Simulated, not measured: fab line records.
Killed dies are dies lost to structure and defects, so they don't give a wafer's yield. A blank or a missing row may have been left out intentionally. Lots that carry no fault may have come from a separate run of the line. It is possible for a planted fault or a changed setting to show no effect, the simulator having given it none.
Which tool did it? :: flow sky130 :: 11 lots with 33 wafers sampled at 5 steps, on a route of 708 steps

## WHAT EACH GAUGE READ, for each wafer
SKY_CAP2M_THK_MEAS_04: measures by xrf. Usual: CAP2M_TIN_THK 199.0 nm, standard deviation 2.1.
lot: L937
measured: day 39 12:47
on: film-metro-03
CAP2M_TIN_THK (nm): 201.4 203.2 199.6
flag: 

lot: L936
measured: day 39 15:27
on: film-metro-04
CAP2M_TIN_THK (nm): 199.3 199.4 195.9
flag: 

lot: L938
measured: day 40 00:26
on: film-metro-04
CAP2M_TIN_THK (nm): 198.3 198.6 197.4
flag: 

lot: L939
measured: day 40 05:52
on: film-metro-04
CAP2M_TIN_THK (nm): 202.5 203.3 202.7
flag: 

lot: L942
measured: day 41 06:35
on: film-metro-03
CAP2M_TIN_THK (nm): 201.6 203.9 201.1
flag: 

lot: L944
measured: day 41 21:22
on: film-metro-04
CAP2M_TIN_THK (nm): 200.5 200.3 198.9
flag: 

lot: L945
measured: day 42 07:01
on: film-metro-03
CAP2M_TIN_THK (nm): 198.8 198.3 199.5
flag: 

lot: L949
measured: day 43 09:13
on: film-metro-01
CAP2M_TIN_THK (nm): 194.8 196.4 195.1
flag: 

lot: L954
measured: day 44 10:56
on: film-metro-01
CAP2M_TIN_THK (nm): 199.1 201.5 199.3
flag: 

lot: L955
measured: day 44 14:32
on: film-metro-04
CAP2M_TIN_THK (nm): 200.4 200.2 198.2
flag: 

lot: L959
measured: day 46 03:29
on: film-metro-03
CAP2M_TIN_THK (nm): 196.5 196.6 197.9
flag: 

SKY_VIA4_THK_MEAS_01. Usual: VIA4_HDPCVD_THK 1747 nm, standard deviation 20.
lot: L937
measured: day 41 15:03
on: film-metro-04
VIA4_HDPCVD_THK (nm): 1785 1761 1773
flag: 

lot: L936
measured: day 41 18:04
on: film-metro-03
VIA4_HDPCVD_THK (nm): 1775 1747 1767
flag: 

lot: L938
measured: day 42 02:56
on: film-metro-04
VIA4_HDPCVD_THK (nm): 1749 1773 1738
flag: 

lot: L939
measured: day 42 07:35
on: film-metro-02
VIA4_HDPCVD_THK (nm): 1770 1731 1771
flag: 

lot: L942
measured: day 43 06:50
on: film-metro-02
VIA4_HDPCVD_THK (nm): 1754 1759 1751
flag: 

lot: L944
measured: day 43 21:41
on: film-metro-04
VIA4_HDPCVD_THK (nm): 1732 1725 1717
flag: 

lot: L945
measured: day 44 06:45
on: film-metro-02
VIA4_HDPCVD_THK (nm): 1731 1768 1778
flag: 

lot: L949
measured: day 45 07:25
on: film-metro-03
VIA4_HDPCVD_THK (nm): 1743 1773 1748
flag: 

lot: L954
measured: day 46 08:01
on: film-metro-04
VIA4_HDPCVD_THK (nm): 2519 2565 2552 2519 2564 2550
flag: OFF

lot: L955
measured: day 46 11:28
on: film-metro-04
VIA4_HDPCVD_THK (nm): 2514 2520 2557 2515 2522 2558
flag: OFF

lot: L959
measured: day 47 21:12
on: film-metro-02
VIA4_HDPCVD_THK (nm): 1725 1708 1754
flag: 

## TOOL THAT RAN EACH LOT (tool first, then ch and the chambers of the sampled wafers, then the start)
lot: L937
SKY_VIA3_CMP_24: cmp-01 ch 1,2, day 39 12:05
SKY_METAL4_STRIP_19: plasma-asher-03 ch 0,1, day 41 14:15
SKY_VIA4_HDPCVD_00: hdpcvd-01 ch 0,2, day 41 14:52

lot: L936
SKY_VIA3_CMP_24: cmp-02 ch 0,1,3, day 39 14:47
SKY_METAL4_STRIP_19: plasma-asher-02 ch 0,1, day 41 17:15
SKY_VIA4_HDPCVD_00: hdpcvd-01 ch 0,1,2, day 41 17:53

lot: L938
SKY_VIA3_CMP_24: cmp-02 ch 0,2,3, day 39 23:46
SKY_METAL4_STRIP_19: plasma-asher-01 ch 0,1, day 42 02:10
SKY_VIA4_HDPCVD_00: hdpcvd-01 ch 0,1,2, day 42 02:45

lot: L939
SKY_VIA3_CMP_24: cmp-02 ch 0,1,3, day 40 05:05
SKY_METAL4_STRIP_19: plasma-asher-01 ch 0,1, day 42 06:48
SKY_VIA4_HDPCVD_00: hdpcvd-01 ch 1,2, day 42 07:24

lot: L942
SKY_VIA3_CMP_24: cmp-01 ch 0,2,3, day 41 05:55
SKY_METAL4_STRIP_19: plasma-asher-01 ch 0,1, day 43 06:03
SKY_VIA4_HDPCVD_00: hdpcvd-02 ch 1,2, day 43 06:38

lot: L944
SKY_VIA3_CMP_24: cmp-02 ch 0,2,3, day 41 20:41
SKY_METAL4_STRIP_19: plasma-asher-01 ch 0,1, day 43 20:54
SKY_VIA4_HDPCVD_00: hdpcvd-02 ch 0,1,2, day 43 21:29

lot: L945
SKY_VIA3_CMP_24: cmp-02 ch 0,2,3, day 42 06:18
SKY_METAL4_STRIP_19: plasma-asher-02 ch 0,1, day 44 05:57
SKY_VIA4_HDPCVD_00: hdpcvd-01 ch 1,2, day 44 06:34

lot: L949
SKY_VIA3_CMP_24: cmp-01 ch 2,3, day 43 08:26
SKY_METAL4_STRIP_19: plasma-asher-01 ch 0,1, day 45 06:36
SKY_VIA4_HDPCVD_00: hdpcvd-01 ch 1,2, day 45 07:14

lot: L954
SKY_VIA3_CMP_24: cmp-01 ch 0,2,3, day 44 10:17
SKY_METAL4_STRIP_19: plasma-asher-02 ch 1, day 46 06:37
SKY_VIA4_HDPCVD_00: hdpcvd-01 ch 1,2, day 46 07:44

lot: L955
SKY_VIA3_CMP_24: cmp-02 ch 0,3, day 44 13:45
SKY_METAL4_STRIP_19: plasma-asher-01 ch 0,1, day 46 10:22
SKY_VIA4_HDPCVD_00: hdpcvd-01 ch 0,2, day 46 11:16

lot: L959
SKY_VIA3_CMP_24: cmp-01 ch 0,1,3, day 46 02:42
SKY_METAL4_STRIP_19: plasma-asher-02 ch 0, day 47 20:23
SKY_VIA4_HDPCVD_00: hdpcvd-02 ch 0,1,2, day 47 21:01
- SKY_VIA3_CMP_24: polishes, stops on SiO2, t overpolish 20 s, target thk 0 nm.
- SKY_METAL4_STRIP_19: strips in O2/N2.
- SKY_VIA4_HDPCVD_00: deposits SiO2, target thk 1750 nm, time 291.7 s.

## WHAT THE TOOLS THEMSELVES READ (means of the sampled wafers that have a number; where no wafer has one, the mark that the record gives instead)
SKY_VIA3_CMP_24. Usual: motor-current-A 10.9 A, standard deviation 0.92; overpolish-run-s 20.000 s, standard deviation 0.0085; time-to-endpoint-s 93 s, standard deviation 3.8.
lot: L937
tool: cmp-01
motor-current-A (A): 11.6
overpolish-run-s (s): 19.998
time-to-endpoint-s (s): 92
flag: 

lot: L936
tool: cmp-02
motor-current-A (A): 11.6
overpolish-run-s (s): 20.000
time-to-endpoint-s (s): 92
flag: 

lot: L938
tool: cmp-02
motor-current-A (A): 11.5
overpolish-run-s (s): 19.988
time-to-endpoint-s (s): 96
flag: 

lot: L939
tool: cmp-02
motor-current-A (A): 11.4
overpolish-run-s (s): 20.003
time-to-endpoint-s (s): 92
flag: 

lot: L942
tool: cmp-01
motor-current-A (A): 10.7
overpolish-run-s (s): 20.004
time-to-endpoint-s (s): 92
flag: 

lot: L944
tool: cmp-02
motor-current-A (A): 11.6
overpolish-run-s (s): 20.000
time-to-endpoint-s (s): 92
flag: 

lot: L945
tool: cmp-02
motor-current-A (A): 11.3
overpolish-run-s (s): 19.995
time-to-endpoint-s (s): 88
flag: 

lot: L949
tool: cmp-01
motor-current-A (A): 11.6
overpolish-run-s (s): 19.999
time-to-endpoint-s (s): 89
flag: 

lot: L954
tool: cmp-01
motor-current-A (A): 10.6
overpolish-run-s (s): 20.002
time-to-endpoint-s (s): 96
flag: 

lot: L955
tool: cmp-02
motor-current-A (A): 12.1
overpolish-run-s (s): 20.008
time-to-endpoint-s (s): 94
flag: 

lot: L959
tool: cmp-01
motor-current-A (A): 10.3
overpolish-run-s (s): 20.001
time-to-endpoint-s (s): 93
flag: 

SKY_METAL4_STRIP_19. Usual: drypump-motor-current-A 5.77 A, standard deviation 0.18; oes-product-au 0.502 a.u., standard deviation 0.0057; strip-time-to-endpoint-s 6.53 s, standard deviation 0.071.
lot: L937
tool: plasma-asher-03
drypump-motor-current-A (A): 6.05
oes-product-au (a.u.): 0.497
strip-time-to-endpoint-s (s): 6.47
flag: 

lot: L936
tool: plasma-asher-02
drypump-motor-current-A (A): 5.75
oes-product-au (a.u.): 0.502
strip-time-to-endpoint-s (s): 6.64
flag: 

lot: L938
tool: plasma-asher-01
drypump-motor-current-A (A): 5.66
oes-product-au (a.u.): 0.508
strip-time-to-endpoint-s (s): 6.63
flag: 

lot: L939
tool: plasma-asher-01
drypump-motor-current-A (A): 5.68
oes-product-au (a.u.): 0.501
strip-time-to-endpoint-s (s): 6.42
flag: 

lot: L942
tool: plasma-asher-01
drypump-motor-current-A (A): 5.68
oes-product-au (a.u.): 0.496
strip-time-to-endpoint-s (s): 6.45
flag: 

lot: L944
tool: plasma-asher-01
drypump-motor-current-A (A): 5.66
oes-product-au (a.u.): 0.498
strip-time-to-endpoint-s (s): 6.45
flag: 

lot: L945
tool: plasma-asher-02
drypump-motor-current-A (A): 5.84
oes-product-au (a.u.): 0.509
strip-time-to-endpoint-s (s): 6.58
flag: 

lot: L949
tool: plasma-asher-01
drypump-motor-current-A (A): 5.65
oes-product-au (a.u.): 0.502
strip-time-to-endpoint-s (s): 6.54
flag: 

lot: L954
tool: plasma-asher-02
drypump-motor-current-A (A): 5.88
oes-product-au (a.u.): 0.502
strip-time-to-endpoint-s (s): 6.56
flag: 

lot: L955
tool: plasma-asher-01
drypump-motor-current-A (A): 5.71
oes-product-au (a.u.): 0.508
strip-time-to-endpoint-s (s): 6.57
flag: 

lot: L959
tool: plasma-asher-02
drypump-motor-current-A (A): 5.70
oes-product-au (a.u.): 0.498
strip-time-to-endpoint-s (s): 6.46
flag: 

SKY_VIA4_HDPCVD_00. Usual: run-length-s reads 319.4 s (standard deviation 0.63).
lot: L937
tool: hdpcvd-01
run-length-s (s): 318.9
flag: 

lot: L936
tool: hdpcvd-01
run-length-s (s): 318.9
flag: 

lot: L938
tool: hdpcvd-01
run-length-s (s): 318.9
flag: 

lot: L939
tool: hdpcvd-01
run-length-s (s): 318.9
flag: 

lot: L942
tool: hdpcvd-02
run-length-s (s): 320.3
flag: 

lot: L944
tool: hdpcvd-02
run-length-s (s): 320.0
flag: 

lot: L945
tool: hdpcvd-01
run-length-s (s): 319.0
flag: 

lot: L949
tool: hdpcvd-01
run-length-s (s): 319.1
flag: 

lot: L954
tool: hdpcvd-01
run-length-s (s): 451.8
flag: OFF

lot: L955
tool: hdpcvd-01
run-length-s (s): 452.0
flag: OFF

lot: L959
tool: hdpcvd-02
run-length-s (s): 319.9
flag: 

## THE ANSWER, worked out from the rows above alone
Rule: a lot is off if the mean of its wafers that have a number lies more than 3 standard deviations from the usual mean. Also off: a lot with no number at a reading for which 4 or more lots have one. All remaining lots with rows at the step are treated as sound. Order of review: gauges by route order, followed by the tools' own readings, for which a lot's mean as printed above is used. The first step at which some lot is off is used, and at that step the reading that is off furthest; a lot without a number counts as furthest.
Off: at SKY_VIA4_THK_MEAS_01 (VIA4_HDPCVD_THK), L954, L955.
If a tool, at a process step before that reading, ran all the lots that are off and no sound lot after the first of them, it fits. Not tried: the gauges at SKY_VIA4_THK_MEAS_01; whatever is off there is also off at SKY_VIA4_HDPCVD_00, on other tools, and gauge error can't account for it. One fits: SKY_VIA4_HDPCVD_00 on hdpcvd-01. A fault onset in the window from L949 (day 45 07:14, its last sound lot) to L954 (day 46 07:44, its first lot off) fits.
The tool's own readings at SKY_VIA4_HDPCVD_00 bear it out: on the lots that are off they differ by more than 5 times the standard deviation of the sound lots' means. run-length-s reads 451.9 s there against 319.3 s on the sound lots.

## WHAT THE SIMULATOR HAD INSERTED
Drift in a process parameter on hdpcvd-01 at SKY_VIA4_HDPCVD_00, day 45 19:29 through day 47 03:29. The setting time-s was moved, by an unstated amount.
Struck lots among those shown: L954, L955. Same finding as the rule above.
